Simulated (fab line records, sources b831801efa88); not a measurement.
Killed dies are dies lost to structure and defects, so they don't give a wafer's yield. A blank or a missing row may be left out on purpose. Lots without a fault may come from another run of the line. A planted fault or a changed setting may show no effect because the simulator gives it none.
fab line records | flow sky130
record lots=5 wafers=15 last_day=50
route steps=708 shown LDD_LDN@292 SPACER@304 POLY_CUT@307 SD_P@320 RES_XHIGH@332 SALICIDE@361 PAD_OPEN@708
lots that met no fault: from a run of the same line without faults
start_h: hours from the record's first day to the start of the lot's first wafer shown | wait_h: hours since the lot's step before | " the same as in the row above | L1.1+2: a row that stands for several wafers | - no value, or no start given | * or withheld: withheld | < > ~ a bound
route shown NAME@n: a module of which the file shows steps, and the number in the route of the first | usual: mean/standard deviation of fault-free wafers | same: alike in all rows | chamber/n: place in a boat | sites: the reading at each site | _std_site: their standard deviation | _edge_site: outer sites' mean less inner sites' | radius_mm: how far each site lies from the wafer's centre | mask NAME#n: copy n | behind: the tool/chamber that last shaped the wafer | hold: why the lot was held/for how many hours/how that ended | device: the transistor (n, p or np) that didn't switch | end of line: the same wafers' tests at the end of the route | a step without rows: its recipe alone | killed: dies lost to structure and defects at the first sort, not the wafer's yield | map: a wafer's dies, x killed, . not, _ none there
set.NAME: the setting as run; set.NAME@STEP: as run at that earlier step | model.NAME: the simulator's own value behind a step, which no gauge read
lots at some steps of the route; a table a step, a row a wafer
services: from which hour (start_h, from the record's first day; less than 0 if before it) a tool's chamber was out of use, for how many hours, and why
## steps
# step SKY_LDD_LDN_SOFTBAKE_03
# recipe temp_c=90 time_s=60 resist=NOVOLAK
# step SKY_LDD_LDN_EXPOSE_04
# recipe mask_id=LDNTM na=0.6 source_shape=conventional sigma_outer=0.6 polarization=unpolarized target_cd_nm=700 dose_mj=140
# step SKY_LDD_LDN_PEB_05
# recipe temp_c=withheld time_s=* resist=NOVOLAK
# step SKY_LDD_LDN_DEVELOP_06
# recipe resist=NOVOLAK developer=TMAH develop_time_s=60 dev_temp_c=23
# step SKY_LDD_LDN_IMPLANT_08
# recipe species=As energy_kev=15 dose_cm2=1.25e+13 tilt_deg=withheld rotation_deg=23
# step SKY_LDD_LDN_IMPLANT_09
# recipe species=As energy_kev=15 dose_cm2=1.25e+13 tilt_deg=withheld rotation_deg=113
# step SKY_LDD_LDN_IMPLANT_10
# recipe species=As energy_kev=15 dose_cm2=1.25e+13 tilt_deg=withheld rotation_deg=203
# step SKY_LDD_LDN_IMPLANT_11
# recipe species=As energy_kev=15 dose_cm2=1.25e+13 tilt_deg=withheld rotation_deg=293
# step SKY_LDD_LDN_STRIP_12
# recipe chemistry=O2/N2 power_w=1400 pressure_mtorr=1500 platen_temp_c=withheld o2_flow_sccm=3000 n2_flow_sccm=300 overash_fraction=0.5
# step SKY_LDD_LDN_CLEAN_14
# recipe chemistry=SC1/SC2 mix=1:4:20 temp_c=70 time_s=150 dry=n2_spin
# step SKY_SPACER_CVD_00
# recipe material=Si3N4 precursor=DCS/NH3 target_thk_nm=43.1 temp_c=770 time_s=740 pressure_mtorr=250
# usual spike_tc_bottom_C=792.1/1.7
# columns lot.wafer tool chamber start_h wait_h spike_tc_bottom_C model.Si3N4_of_SPACER_CVD_00.thk_nm
L454.1 lpcvd-02 0 542.23 0.0 791.7 49.22
L454.3 " 0 " " 791.0 49.31
L454.5 " 0 " " 790.7 49.28
L455.1 lpcvd-02 1 549.79 0.0 794.0 48.66
L455.3 " 1 " " 794.0 48.41
L455.6 " 1 " " 793.1 48.64
L456.4 lpcvd-02 0 559.08 0.0 790.5 49.38
L456.5 " 0 " " 790.6 49.57
L456.6 " 0 " " 790.6 49.57
L471.4 lpcvd-02 1 682.28 0.3 794.5 43.08
L471.5 " 1 " " 792.5 43.09
L471.6 " 1 " " 794.5 43.48
L474.1 lpcvd-02 1 706.73 0.0 793.9 43.66
L474.4 " 1 " " 793.0 43.46
L474.6 " 1 " " 794.7 43.46
# step SKY_SPACER_THK_MEAS_01
# recipe reads=Si3N4_of_SPACER_CVD_00
# usual SPACER_CVD_00_THK=43.1/0.48
# columns lot.wafer tool chamber start_h wait_h SPACER_CVD_00_THK[nm]
L454.1 film_metro-01 - 543.44 0.0 49.2
L454.3 " - " " 49.3
L454.5 " - " " 49.2
L455.1 film_metro-02 - 550.99 0.0 48.7
L455.3 " - " " 48.4
L455.6 " - " " 48.6
L456.4 film_metro-02 - 560.32 0.0 49.3
L456.5 " - " " 49.6
L456.6 " - " " 49.5
L471.4 film_metro-01 - 683.51 0.0 43.1
L471.5 " - " " 43.1
L471.6 " - " " 43.6
L474.1 film_metro-03 - 707.94 0.0 43.7
L474.4 " - " " 43.5
L474.6 " - " " 43.5
# step SKY_SPACER_ETCHBACK_02
# recipe chemistry=CH3F/O2 target=Si3N4 stop_on=SiO2 source_w=400 bias_w=80 pressure_mtorr=25 ch3f_flow_sccm=40 O2_flow_sccm=30 time_s=46.7 target_depth_a=450
# usual drypump_motor_current_A=5.8/0.36 oes_product_au=0.854/0.0068 throttle_valve_pct=10.563/0.0092
# columns lot.wafer tool chamber start_h wait_h drypump_motor_current_A oes_product_au rf_hours_counter_h throttle_valve_pct model.etch.depth_nm
L454.1 rie_diel-02 3 543.50 0.1 5.7 0.929 1 10.569 49.22
L454.3 " 2 " " 6.5 0.919 3 10.570 49.31
L454.5 " 1 " " 5.6 0.923 - 10.564 49.28
L455.1 rie_diel-01 2 551.05 0.1 6.0 0.915 2 10.574 48.66
L455.3 " 1 " " 5.3 0.912 1 10.580 48.41
L455.6 " 2 " " 6.0 0.911 - 10.573 48.64
L456.4 rie_diel-03 2 560.37 0.0 6.0 0.925 - 10.557 49.38
L456.5 " 0 " " 6.6 0.933 - 10.585 49.57
L456.6 " 3 " " 5.6 0.920 - 10.578 49.57
L471.4 rie_diel-01 1 683.54 0.0 5.3 0.857 3 10.568 43.08
L471.5 " 0 " " 5.7 0.846 - 10.557 43.09
L471.6 " 3 " " 5.9 0.861 - 10.575 43.48
L474.1 rie_diel-01 0 708.00 0.1 5.7 0.866 6 10.544 43.66
L474.4 " 1 " " 5.3 0.856 4 10.559 43.46
L474.6 " 1 " " 5.3 0.866 - 10.544 43.46
# step SKY_POLY_CUT_DEHYDRATE_00
# recipe temp_c=200 time_s=60
# step SKY_POLY_CUT_HMDS_01
# recipe prime_time_s=60 prime_temp_c=120
# step SKY_POLY_CUT_COAT_02
# recipe resist=BARC temp_c=withheld time_s=withheld spin_rpm=3000 resist_thk_nm=60
# step SKY_POLY_CUT_COAT_03
# recipe resist=KrF-thick spin_rpm=3000 resist_thk_nm=450
# step SKY_POLY_CUT_SOFTBAKE_04
# recipe temp_c=100 time_s=90 resist=KrF-thick
# step SKY_POLY_CUT_EXPOSE_05
# recipe mask_id=NPCM na=0.8 source_shape=annular sigma_inner=0.55 sigma_outer=0.85 target_cd_nm=270 dose_mj=32
# step SKY_POLY_CUT_PEB_06
# recipe peb_temp_c=withheld peb_time_s=withheld resist=KrF-thick
# step SKY_POLY_CUT_DEVELOP_07
# recipe develop_time_s=60 resist=KrF-thick dev_temp_c=21
# step SKY_POLY_CUT_ETCH_10
# recipe chemistry=N2/H2 target=BARC ion_energy_ev=200 source_w=500 bias_w=100 pressure_mtorr=30 n2_flow_sccm=100 h2_flow_sccm=200 stop_on=SiO2 time_s=45.9 target_depth_a=600
# step SKY_POLY_CUT_ETCH_11
# recipe target=Si3N4 chemistry=CF4/CH2F2/Ar stop_on=poly-Si source_w=600 bias_w=150 pressure_mtorr=40 cf4_flow_sccm=40 ch2f2_flow_sccm=20 Ar_flow_sccm=150 time_s=42.5 target_depth_a=600
# step SKY_POLY_CUT_STRIP_12
# recipe chemistry=O2/N2 power_w=1400 pressure_mtorr=1500 platen_temp_c=withheld o2_flow_sccm=3000 n2_flow_sccm=300 overash_fraction=0.5
# step SKY_SD_P_DEHYDRATE_00
# recipe temp_c=200 time_s=60
# step SKY_SD_P_HMDS_01
# recipe prime_time_s=60 prime_temp_c=120
# step SKY_SD_P_COAT_02
# recipe resist=NOVOLAK spin_rpm=3000 resist_thk_nm=1140
# step SKY_SD_P_SOFTBAKE_03
# recipe temp_c=90 time_s=60 resist=NOVOLAK
# step SKY_SD_P_EXPOSE_04
# recipe mask_id=PSDM na=0.6 source_shape=conventional sigma_outer=0.6 polarization=unpolarized target_cd_nm=380 dose_mj=138
# step SKY_SD_P_PEB_05
# recipe temp_c=withheld time_s=* resist=NOVOLAK
# step SKY_SD_P_DEVELOP_06
# recipe resist=NOVOLAK developer=TMAH develop_time_s=60 dev_temp_c=23
# step SKY_SD_P_IMPLANT_09
# recipe species=BF2 energy_kev=20 dose_cm2=3e+15 tilt_deg=0
# step SKY_SD_P_STRIP_10
# recipe chemistry=O2/N2 power_w=1400 pressure_mtorr=1500 platen_temp_c=withheld o2_flow_sccm=3000 n2_flow_sccm=300 overash_fraction=0.5
# step SKY_RES_XHIGH_DEHYDRATE_00
# recipe temp_c=200 time_s=60
# step SKY_RES_XHIGH_HMDS_01
# recipe prime_time_s=60 prime_temp_c=120
# step SKY_SALICIDE_CLEAN_00
# recipe chemistry=HF-last time_s=30 dilution=100:1 dry=ipa_marangoni
# columns lot.wafer tool chamber start_h wait_h model.Si3N4_of_SPACER_CVD_00.thk_nm
L454.1 wet_bench-01 0 664.05 0.1 48.24
L454.3 " 0 " " 48.34
L454.5 " 0 " " 48.3
L455.1 wet_bench-02 3 669.75 0.1 47.69
L455.3 " 3 " " 47.43
L455.6 " 3 " " 47.68
L456.4 wet_bench-04 2 678.60 0.0 48.41
L456.5+6 " 2 " " 48.59
L471.4 wet_bench-04 0 793.45 0.0 42.1
L471.5 " 0 " " 42.12
L471.6 " 0 " " 42.5
L474.1 wet_bench-02 0 817.77 0.1 42.68
L474.4 " 0 " " 42.48
L474.6 " 0 " " 42.49
# step SKY_PAD_OPEN_PROBE_99
# usual killed_at_M0_to_M3=43/8 killed_at_M4_up=2.9/1.6 killed_at_contacts=26/5.2 killed_at_front_end=15/4.3 killed_at_other=0.3/0.56 killed_dies=87/10 killed_open=48/6.9 killed_short=40/6.5
# same gross_dies=492 killed_at_back_side=0
# columns lot.wafer tool chamber start_h wait_h killed_at_M0_to_M3 killed_at_M4_up killed_at_contacts killed_at_front_end killed_at_other killed_dies killed_open killed_short model.etest.pfet_01v8.r_on_ohm_um model.etest.nfet_g5v0d10v5.r_on_ohm_um model.etest.sonos_uncharged.r_on_ohm_um model.etest.pfet_01v8.drive_ua_um model.etest.pfet_01v8_hvt.drive_ua_um model.etest.sram_pfet_latch.drive_ua_um model.etest.pfet_01v8_mvt.drive_ua_um model.etest.pfet_01v8_lvt.drive_ua_um
L454.1 prober-02 - 1087.50 0.1 51 1 29 12 1 94 63 31 3092 1921 843.7 178.6 133.7 132.3 145.1 169
L454.3 prober-02 - 1087.60 0.2 35 1 21 17 0 74 32 42 3036 1904 844.7 183.1 135 130.5 146.8 170.6
L454.5 prober-02 - 1087.70 0.2 58 3 34 14 0 109 68 41 3119 1913 850.8 177.5 130.7 128.8 143.8 169.1
L455.1 prober-01 - 1092.11 0.1 49 2 30 11 0 92 58 34 3132 1929 834.6 178.3 130.4 132.9 143.6 168.8
L455.3 prober-01 - 1092.21 0.2 40 2 32 15 0 89 49 40 3108 1919 839.4 178.5 133.3 135.3 145 169.4
L455.6 prober-01 - 1092.36 0.2 32 2 31 19 0 84 48 36 3165 1941 840.9 174.1 128.3 127.5 142.9 167.7
L456.4 prober-02 - 1099.79 0.2 45 0 19 11 1 76 43 33 3166 1896 854.4 174.7 129.2 129.3 141 170.7
L456.5 prober-02 - 1099.84 0.2 41 3 27 12 0 83 40 43 3178 1938 850.3 172.9 126.2 126 139 169.7
L456.6 prober-02 - 1099.89 0.2 42 3 31 14 0 90 54 36 3213 1930 854.7 170.6 123.7 127.9 138.6 169.6
L471.4 prober-02 - 1178.30 0.2 43 3 37 14 0 97 55 42 2912 1862 802.5 191.3 143.1 139.2 152.2 172.9
L471.5 prober-02 - 1178.35 0.2 33 2 27 20 0 82 42 40 2904 1884 808.7 190.5 141.5 140.2 148.8 171.7
L471.6 prober-02 - 1178.40 0.2 32 1 23 19 0 75 42 33 2987 1880 823.8 185.1 138.8 137.3 146.4 169.9
L474.1 prober-01 - 1195.00 0.1 41 3 17 10 0 71 46 25 2922 1891 800.9 191.8 141.2 145.9 148.5 175.8
L474.4 prober-01 - 1195.15 0.2 48 5 30 23 0 106 58 48 2841 1887 806.6 195.8 145.7 147.8 152.3 179.4
L474.6 prober-01 - 1195.25 0.2 38 1 35 21 0 95 51 44 2936 1881 810.2 189.4 141.8 139.8 147.7 176.4
# killed by level:class
L454.1 CONTACT:geometric_particle:open=15 VIA1:geometric_particle:open=10 VIA2:geometric_particle:open=9 VIA3:geometric_particle:open=8 METAL2:geometric_particle:short=7 FIELD_ISO:geometric_particle:open=6 LI_CONTACT:geometric_particle:open=6 CONTACT:geometric_particle:short=4
L454.3 CONTACT:geometric_particle:open=9 VIA1:geometric_particle:open=9 VIA1:geometric_particle:short=6 SPACER:geometric_particle:short=5 FIELD_ISO:geometric_particle:short=5 POLY_GATE:geometric_particle:short=4 LI_CONTACT:geometric_particle:open=4 CONTACT:geometric_particle:short=4
L454.5 VIA3:geometric_particle:open=14 CONTACT:geometric_particle:open=13 VIA1:geometric_particle:open=11 METAL2:geometric_particle:short=10 LI_CONTACT:geometric_particle:open=8 VIA2:geometric_particle:open=6 FIELD_ISO:geometric_particle:open=5 LOCAL_INTERCONNECT:geometric_particle:short=5
L455.1 VIA1:geometric_particle:open=11 VIA2:geometric_particle:open=10 LI_CONTACT:geometric_particle:open=9 CONTACT:geometric_particle:open=8 METAL2:geometric_particle:short=6 LOCAL_INTERCONNECT:geometric_particle:short=5 VIA3:geometric_particle:open=5 FIELD_ISO:geometric_particle:short=4
L455.3 VIA1:geometric_particle:open=16 CONTACT:geometric_particle:open=11 CONTACT:geometric_particle:short=7 LOCAL_INTERCONNECT:geometric_particle:short=6 METAL2:geometric_particle:short=6 FIELD_ISO:geometric_particle:short=5 LI_CONTACT:geometric_particle:open=5 METAL1:geometric_particle:short=5
L455.6 LI_CONTACT:geometric_particle:open=12 VIA1:geometric_particle:open=10 CONTACT:geometric_particle:open=8 POLY_GATE:geometric_particle:open=6 METAL1:geometric_particle:short=6 POLY_GATE:geometric_particle:short=5 CONTACT:geometric_particle:short=4 LI_CONTACT:geometric_particle:short=4
L456.4 VIA1:geometric_particle:open=15 LI_CONTACT:geometric_particle:open=9 METAL2:geometric_particle:short=8 POLY_GATE:geometric_particle:short=6 METAL1:geometric_particle:short=5 VIA3:geometric_particle:open=5 CONTACT:geometric_particle:short=4 CONTACT:geometric_particle:open=4
L456.5 CONTACT:geometric_particle:open=12 VIA3:geometric_particle:open=8 VIA1:geometric_particle:open=8 METAL1:geometric_particle:short=7 LOCAL_INTERCONNECT:geometric_particle:short=6 VIA2:geometric_particle:open=6 POLY_GATE:geometric_particle:short=5 CONTACT:geometric_particle:short=4
L456.6 CONTACT:geometric_particle:open=13 VIA3:geometric_particle:open=9 LI_CONTACT:geometric_particle:open=8 VIA1:geometric_particle:open=7 POLY_GATE:geometric_particle:open=6 CONTACT:geometric_particle:short=6 METAL2:geometric_particle:short=6 METAL3:geometric_particle:short=4
L471.4 CONTACT:geometric_particle:open=20 VIA1:geometric_particle:short=8 LI_CONTACT:geometric_particle:open=7 VIA1:geometric_particle:open=7 METAL2:geometric_particle:short=7 VIA3:geometric_particle:open=6 METAL1:geometric_particle:short=5 LOCAL_INTERCONNECT:geometric_particle:short=4
L471.5 CONTACT:geometric_particle:open=11 POLY_GATE:geometric_particle:short=7 METAL2:geometric_particle:short=7 POLY_GATE:geometric_particle:open=6 LOCAL_INTERCONNECT:geometric_particle:short=5 LI_CONTACT:geometric_particle:open=5 METAL1:geometric_particle:short=4 VIA1:geometric_particle:open=4
L471.6 CONTACT:geometric_particle:open=10 VIA1:geometric_particle:open=7 VIA2:geometric_particle:open=6 LI_CONTACT:geometric_particle:open=6 METAL2:geometric_particle:short=5 POLY_GATE:geometric_particle:short=4 FIELD_ISO:geometric_particle:short=3 CONTACT:geometric_particle:short=3
L474.1 CONTACT:geometric_particle:open=10 VIA1:geometric_particle:open=7 VIA3:geometric_particle:open=6 VIA1:geometric_particle:short=5 LI_CONTACT:geometric_particle:open=5 METAL1:geometric_particle:short=5 VIA2:geometric_particle:open=5 FIELD_ISO:geometric_particle:open=4
L474.4 CONTACT:geometric_particle:open=10 VIA1:geometric_particle:open=10 VIA3:geometric_particle:open=10 VIA2:geometric_particle:open=7 LI_CONTACT:geometric_particle:open=6 POLY_GATE:geometric_particle:short=5 POLY_GATE:geometric_particle:open=5 LOCAL_INTERCONNECT:geometric_particle:short=5
L474.6 LI_CONTACT:geometric_particle:open=10 CONTACT:geometric_particle:open=9 CONTACT:geometric_particle:short=7 VIA3:geometric_particle:open=7 POLY_GATE:geometric_particle:short=6 LOCAL_INTERCONNECT:geometric_particle:short=6 VIA2:geometric_particle:open=6 POLY_GATE:geometric_particle:open=5
## services
# columns tool chamber start_h hours kind
rie_diel-01 3 540.02 7.4 repair
rie_diel-03 0 547.43 4.6 repair
rie_diel-01 3 549.03 12.7 repair
rie_diel-02 1 552.40 5.3 repair
rie_diel-02 - 554.03 0.5 repair
rie_diel-02 - 561.67 2.8 pm
rie_diel-03 - 570.84 0.7 repair
lpcvd-02 - 590.92 2.1 repair
rie_diel-01 3 622.41 1.3 repair
wet_bench-04 - 626.72 3.9 repair
rie_diel-01 2 634.11 4.8 repair
rie_diel-02 3 646.63 9.1 repair
rie_diel-02 - 652.08 1.7 repair
rie_diel-03 - 675.55 14.6 pm
rie_diel-02 - 689.22 4.0 pm
wet_bench-01 - 724.37 4.4 pm
rie_diel-02 - 734.43 0.1 repair
rie_diel-03 - 738.83 0.2 repair
rie_diel-01 3 753.14 23.3 repair
wet_bench-02 - 754.17 2.8 repair
lpcvd-02 - 756.96 6.0 pm
rie_diel-03 0 770.53 9.1 repair
rie_diel-02 - 784.64 0.4 repair
rie_diel-03 - 808.33 2.8 pm
## key
first_sign step=SKY_SPACER_THK_MEAS_01 reading=SPACER_CVD_00_THK direction=up sigmas=13 usual=43.1 struck=49.1
effect step=SKY_SPACER_ETCHBACK_02 reading=oes_product_au direction=up sigmas=9.8 usual=0.854 struck=0.921
model_effect step=SKY_SPACER_CVD_00 value=Si3N4_of_SPACER_CVD_00.thk_nm without=42.91 struck=49.12
model_effect step=SKY_SPACER_ETCHBACK_02 value=etch.depth_nm without=42.91 struck=49.12
model_effect step=SKY_SALICIDE_CLEAN_00 value=Si3N4_of_SPACER_CVD_00.thk_nm without=41.93 struck=48.14
model_effect step=SKY_PAD_OPEN_PROBE_99 value=etest.pfet_01v8.r_on_ohm_um without=2941 struck=3134
met_at SKY_SPACER_CVD_00
struck_wafers L454.1,L454.3,L454.5,L455.1,L455.3,L455.6,L456.4,L456.5,L456.6
tester_left_out L454,L455,L456
fault kind=process_parameter_drift tool=lpcvd-02 chamber=- onset_h=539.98 steps=SKY_SPACER_CVD_00 channel=target_thk_nm offset=6.2067 shape=step end_h=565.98 acts_in=these_recipes_only stated=43.1
# tester_left_out: of these lots the tester's yield and bins aren't shown, on N5 and GAA mostly nor the transistor test; their killed dies are dies lost to structure and defects alone, not to doping, threshold or leakage, so they don't give the yield
